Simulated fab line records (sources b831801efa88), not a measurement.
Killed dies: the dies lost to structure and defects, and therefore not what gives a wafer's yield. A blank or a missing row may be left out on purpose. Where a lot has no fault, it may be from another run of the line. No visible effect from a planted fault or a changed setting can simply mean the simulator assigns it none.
Chamber matching || flow gf180mcu || GF_STI_CMP_25 on cmp-01 has 4 sister chambers
The step polishes, stops on Si3N4, t overpolish 33 s, target thk 524.6 nm. 7 wafers are shown with their chamber, then 8 later ones without.

WAFERS PAIRED WITH THEIR CHAMBERS
{"wafer": "L296.1", "chamber": 2, "motorCurrentA (A)": 12.5, "timeToEndpointS (s)": 123}
{"wafer": "L296.2", "chamber": 3, "motorCurrentA (A)": 12.2, "timeToEndpointS (s)": 121}
{"wafer": "L296.4", "chamber": 1, "motorCurrentA (A)": 12.9, "timeToEndpointS (s)": 124}
{"wafer": "L297.2", "chamber": 0, "motorCurrentA (A)": 11.1, "timeToEndpointS (s)": 119}
{"wafer": "L297.3", "chamber": 1, "motorCurrentA (A)": 12.6, "timeToEndpointS (s)": 122}
{"wafer": "L297.6", "chamber": 3, "motorCurrentA (A)": 13.0, "timeToEndpointS (s)": 117}
{"wafer": "L298.4", "chamber": 2, "motorCurrentA (A)": 13.3, "timeToEndpointS (s)": 122}

WAFERS WITHOUT THEIR CHAMBER
{"wafer": "L298.5", "motorCurrentA (A)": 11.0, "timeToEndpointS (s)": 122}
{"wafer": "L298.6", "motorCurrentA (A)": 12.2, "timeToEndpointS (s)": 113}
{"wafer": "L299.1", "motorCurrentA (A)": 10.5, "timeToEndpointS (s)": 117}
{"wafer": "L299.2", "motorCurrentA (A)": 11.9, "timeToEndpointS (s)": 113}
{"wafer": "L299.6", "motorCurrentA (A)": 12.4, "timeToEndpointS (s)": 114}
{"wafer": "L301.2", "motorCurrentA (A)": 13.3, "timeToEndpointS (s)": 121}
{"wafer": "L301.5", "motorCurrentA (A)": 10.7, "timeToEndpointS (s)": 122}
{"wafer": "L301.6", "motorCurrentA (A)": 12.3, "timeToEndpointS (s)": 121}

THE CHAMBER EACH PASSED THROUGH
{"wafer": "L298.5", "from the rows above": 0, "in truth": 0}
{"wafer": "L298.6", "from the rows above": "can't be placed: 3 or 0 or 2", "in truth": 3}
{"wafer": "L299.1", "from the rows above": 0, "in truth": 0}
{"wafer": "L299.2", "from the rows above": "can't be placed: 3 or 0 or 2", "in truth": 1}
{"wafer": "L299.6", "from the rows above": "can't be placed: 3 or 0 or 2", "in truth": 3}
{"wafer": "L301.2", "from the rows above": "can't be placed: 2 or 1 or 3", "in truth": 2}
{"wafer": "L301.5", "from the rows above": 0, "in truth": 0}
{"wafer": "L301.6", "from the rows above": "can't be placed: 3 or 1 or 2 or 0", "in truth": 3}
3 of 8 placed correctly. Not placeable from these rows: 5 (in 4, the candidates include the true chamber). Wrongly placed: 0.
How it was worked out, from the rows above alone: a wafer's distance from a chamber is the root of the sum, over the readings, of the square of ((its reading less the chamber's mean) divided by the reading's scatter). The wafer belongs to the nearest chamber; if the next one is less than 2 further off, it can't be placed. The mean given for a chamber averages the wafers shown for that chamber. The scatter is the square root of a quotient: the sum, over the shown wafers, of each reading's squared deviation from its chamber's mean, divided by wafers minus chambers.
